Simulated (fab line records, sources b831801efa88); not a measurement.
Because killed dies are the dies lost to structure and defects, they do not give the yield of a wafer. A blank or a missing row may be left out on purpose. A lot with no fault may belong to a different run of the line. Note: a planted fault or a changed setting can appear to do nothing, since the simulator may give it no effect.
Which of the tools did it? + flow gf180mcu + 42 wafers from 14 lots sampled at 5 of the route's 602 steps

WHAT THE GAUGES READ, wafer by wafer
GF_V1_RS_MEAS_24: measures by four-point-probe. Usual: V1_W_RS typically reads 0.3271 ohm/sq, with standard deviation 0.0027.
| lot  | measured     | on            | V1_W_RS (ohm/sq)     | flag |
|------|--------------|---------------|----------------------|------|
| L765 | day 17 21:34 | film metro-03 | 0.3243 0.3284 0.3270 |      |
| L767 | day 18 16:49 | film metro-02 | 0.3264 0.3260 0.3271 |      |
| L768 | day 18 22:41 | film metro-02 | 0.3290 0.3293 0.3263 |      |
| L770 | day 19 20:53 | film metro-04 | 42.720 42.345 42.448 | OFF  |
| L771 | day 20 07:55 | film metro-03 | 42.145 41.988 41.821 | OFF  |
| L773 | day 21 19:41 | film metro-02 | 0.3272 0.3264 0.3245 |      |
| L778 | day 23 08:52 | film metro-02 | 0.3286 0.3281 0.3302 |      |
| L783 | day 24 15:44 | film metro-02 | 0.3277 0.3267 0.3254 |      |
| L782 | day 24 16:58 | film metro-03 | 0.3266 0.3244 0.3294 |      |
| L784 | day 25 09:19 | film metro-03 | 0.3290 0.3284 0.3249 |      |
| L785 | day 25 11:25 | film metro-03 | 0.3306 0.3305 0.3248 |      |
| L786 | day 25 13:02 | film metro-04 | 0.3283 0.3260 0.3245 |      |
| L787 | day 25 22:41 | film metro-02 | 0.3227 0.3244 0.3253 |      |
| L788 | day 26 06:07 | film metro-04 | 0.3294 0.3290 0.3300 |      |

GF_V1_THK_MEAS_25: measures by xrf. Usual: V1_W_THK typically reads 334 nm, with standard deviation 5.5.
| lot  | measured     | on            | V1_W_THK (nm) | flag |
|------|--------------|---------------|---------------|------|
| L765 | day 17 21:41 | film metro-03 | 333 328 330   |      |
| L767 | day 18 16:55 | film metro-02 | 339 340 340   |      |
| L768 | day 18 22:47 | film metro-02 | 335 336 340   |      |
| L770 | day 19 20:59 | film metro-04 | <0 <0 -       | OFF  |
| L771 | day 20 08:01 | film metro-03 | <0 <0 <0      | OFF  |
| L773 | day 21 19:47 | film metro-02 | 334 333 337   |      |
| L778 | day 23 08:58 | film metro-02 | 338 339 337   |      |
| L783 | day 24 15:50 | film metro-02 | 340 342 342   |      |
| L782 | day 24 17:04 | film metro-03 | 329 331 325   |      |
| L784 | day 25 09:26 | film metro-03 | 327 328 330   |      |
| L785 | day 25 11:32 | film metro-03 | 324 323 330   |      |
| L786 | day 25 13:08 | film metro-04 | 333 335 336   |      |
| L787 | day 25 22:46 | film metro-02 | 344 341 342   |      |
| L788 | day 26 06:14 | film metro-04 | 332 334 336   |      |

TOOL THAT RAN EACH LOT (tool first, then ch and the chambers of the sampled wafers, then the start)
| lot  | GF_V1_ETCH_16                      | GF_V1_SPUTTER_21             | GF_V1_CVD_23                  |
|------|------------------------------------|------------------------------|-------------------------------|
| L765 | rie diel-02 ch 1,2,3, day 17 20:20 | pvd sputter-02, day 17 21:21 | cvd w-02 ch 0, day 17 21:27   |
| L767 | rie diel-01 ch 0,3, day 18 15:54   | pvd sputter-01, day 18 16:34 | cvd w-01 ch 0,1, day 18 16:42 |
| L768 | rie diel-03 ch 2,3, day 18 21:47   | pvd sputter-01, day 18 22:26 | cvd w-02 ch 0,1, day 18 22:35 |
| L770 | rie diel-03 ch 1,2,3, day 19 19:57 | pvd sputter-03, day 19 20:39 | cvd w-02 ch 0,1, day 19 20:45 |
| L771 | rie diel-01 ch 2,3, day 20 06:59   | pvd sputter-01, day 20 07:40 | cvd w-02 ch 0,1, day 20 07:48 |
| L773 | rie diel-01 ch 1,2,3, day 21 18:36 | pvd sputter-01, day 21 19:26 | cvd w-02 ch 0,1, day 21 19:35 |
| L778 | rie diel-01 ch 1,2, day 23 07:56   | pvd sputter-03, day 23 08:37 | cvd w-01 ch 0,1, day 23 08:46 |
| L783 | rie diel-02 ch 0,1,2, day 24 14:50 | pvd sputter-02, day 24 15:29 | cvd w-01 ch 0,1, day 24 15:38 |
| L782 | rie diel-01 ch 0,1,3, day 24 16:03 | pvd sputter-01, day 24 16:43 | cvd w-02 ch 0,1, day 24 16:49 |
| L784 | rie diel-03 ch 1,3, day 25 08:24   | pvd sputter-01, day 25 09:06 | cvd w-01 ch 0,1, day 25 09:12 |
| L785 | rie diel-02 ch 1,2, day 25 10:32   | pvd sputter-01, day 25 11:11 | cvd w-02 ch 0,1, day 25 11:17 |
| L786 | rie diel-01 ch 1,3, day 25 12:07   | pvd sputter-02, day 25 12:47 | cvd w-01 ch 0,1, day 25 12:55 |
| L787 | rie diel-03 ch 0,1,3, day 25 21:43 | pvd sputter-01, day 25 22:24 | cvd w-01 ch 0,1, day 25 22:32 |
| L788 | rie diel-02 ch 2,3, day 26 05:14   | pvd sputter-02, day 26 05:53 | cvd w-01 ch 0,1, day 26 05:59 |
- GF_V1_ETCH_16: etches BARC in N2/H2.
- GF_V1_SPUTTER_21: material Ti, target thk 15 nm, time 80.02 s.
- GF_V1_CVD_23: deposits W, target thk 350 nm, time 105.05 s.

AS READ BY THE TOOLS THEMSELVES (means over the sampled wafers that have a number; for cases with no such wafer, the mark the record gives instead)
GF_V1_ETCH_16. Usual: drypump motor current A 5.5 A, standard deviation 0.47; oes product au 0.855 a.u., standard deviation 0.0051; rf fwd power W 494.4 W, standard deviation 1.9; throttle valve pct 13.225 %, standard deviation 0.0093.
| lot  | tool        | drypump motor current A (A) | oes product au (a.u.) | rf fwd power W (W) | throttle valve pct (%) | flag |
|------|-------------|-----------------------------|-----------------------|--------------------|------------------------|------|
| L765 | rie diel-02 | 5.3                         | 0.853                 | 494.9              | 13.222                 |      |
| L767 | rie diel-01 | 5.8                         | 0.853                 | 493.0              | 13.228                 |      |
| L768 | rie diel-03 | 5.1                         | 0.855                 | 493.2              | 13.224                 |      |
| L770 | rie diel-03 | 5.6                         | 0.851                 | 493.3              | 13.227                 |      |
| L771 | rie diel-01 | 5.5                         | 0.852                 | 495.4              | 13.230                 |      |
| L773 | rie diel-01 | 5.4                         | 0.857                 | 494.7              | 13.223                 |      |
| L778 | rie diel-01 | 5.1                         | 0.856                 | 494.6              | 13.234                 |      |
| L783 | rie diel-02 | 5.7                         | 0.852                 | 494.0              | 13.227                 |      |
| L782 | rie diel-01 | 5.5                         | 0.854                 | 495.6              | 13.220                 |      |
| L784 | rie diel-03 | 5.3                         | 0.855                 | 492.0              | 13.223                 |      |
| L785 | rie diel-02 | 5.2                         | 0.856                 | 495.5              | 13.226                 |      |
| L786 | rie diel-01 | 5.3                         | 0.852                 | 492.8              | 13.226                 |      |
| L787 | rie diel-03 | 5.7                         | 0.857                 | 492.2              | 13.227                 |      |
| L788 | rie diel-02 | 5.5                         | 0.857                 | 494.6              | 13.227                 |      |

GF_V1_SPUTTER_21. Usual: cathode dc power W 2500.0 W, standard deviation 0.48; throttle valve pct 29.3 %, standard deviation 1.1.
| lot  | tool           | cathode dc power W (W) | throttle valve pct (%) | flag |
|------|----------------|------------------------|------------------------|------|
| L765 | pvd sputter-02 | 2500.0                 | 28.5                   |      |
| L767 | pvd sputter-01 | 2500.0                 | 29.7                   |      |
| L768 | pvd sputter-01 | 2500.3                 | 28.7                   |      |
| L770 | pvd sputter-03 | 2500.2                 | 30.5                   |      |
| L771 | pvd sputter-01 | 2500.3                 | 29.9                   |      |
| L773 | pvd sputter-01 | 2500.1                 | 28.5                   |      |
| L778 | pvd sputter-03 | 2500.0                 | 30.0                   |      |
| L783 | pvd sputter-02 | 2500.2                 | 29.3                   |      |
| L782 | pvd sputter-01 | 2500.3                 | 28.7                   |      |
| L784 | pvd sputter-01 | 2500.0                 | 29.0                   |      |
| L785 | pvd sputter-01 | 2500.1                 | 29.1                   |      |
| L786 | pvd sputter-02 | 2500.2                 | 29.5                   |      |
| L787 | pvd sputter-01 | 2499.3                 | 27.8                   |      |
| L788 | pvd sputter-02 | 2499.8                 | 29.0                   |      |

GF_V1_CVD_23. Usual: chamber pressure Torr 40.01 Torr, standard deviation 0.083; heater power outer w 524 W, standard deviation 54; heater power w 808 W, standard deviation 43.
| lot  | tool     | chamber pressure Torr (Torr) | heater power outer w (W) | heater power w (W) | flag |
|------|----------|------------------------------|--------------------------|--------------------|------|
| L765 | cvd w-02 | 40.10                        | 593                      | 892                |      |
| L767 | cvd w-01 | 40.02                        | 526                      | 790                |      |
| L768 | cvd w-02 | 40.04                        | 510                      | 811                |      |
| L770 | cvd w-02 | -                            | -                        | -                  | OFF  |
| L771 | cvd w-02 | -                            | -                        | -                  | OFF  |
| L773 | cvd w-02 | 40.05                        | 511                      | 814                |      |
| L778 | cvd w-01 | 40.00                        | 533                      | 805                |      |
| L783 | cvd w-01 | 39.98                        | 531                      | 810                |      |
| L782 | cvd w-02 | 40.04                        | 548                      | 852                |      |
| L784 | cvd w-01 | 40.02                        | 531                      | 799                |      |
| L785 | cvd w-02 | 39.98                        | 511                      | 814                |      |
| L786 | cvd w-01 | 39.99                        | 542                      | 803                |      |
| L787 | cvd w-01 | 39.92                        | 531                      | 810                |      |
| L788 | cvd w-01 | 40.03                        | 505                      | 783                |      |

THE ANSWER, worked out from the rows above alone
Rule: take the mean of a lot's wafers that have a number; if it is more than 3 standard deviations from the usual mean, the lot is off. Also off: a lot with no number at a reading for which 4 or more lots have one. Where the step has rows for the other lots, those lots are counted as sound. First the gauges in route order, then the tools' own readings, where a lot's mean is used as printed above. The first step at which some lot is off is used, and at that step the reading that is off furthest; a lot without a number counts as furthest.
Off: L770, L771, seen at GF_V1_RS_MEAS_24 (V1_W_RS).
A tool fits if, at a process step before that reading, it ran every lot that is off, and no sound lot after the first of them. Not tried: the gauges at GF_V1_RS_MEAS_24; whatever is off there is also off at GF_V1_CVD_23, on other tools, and gauge error can't account for it. Not one of the candidates tried fits.

WHAT WAS PUT IN BY THE SIMULATOR
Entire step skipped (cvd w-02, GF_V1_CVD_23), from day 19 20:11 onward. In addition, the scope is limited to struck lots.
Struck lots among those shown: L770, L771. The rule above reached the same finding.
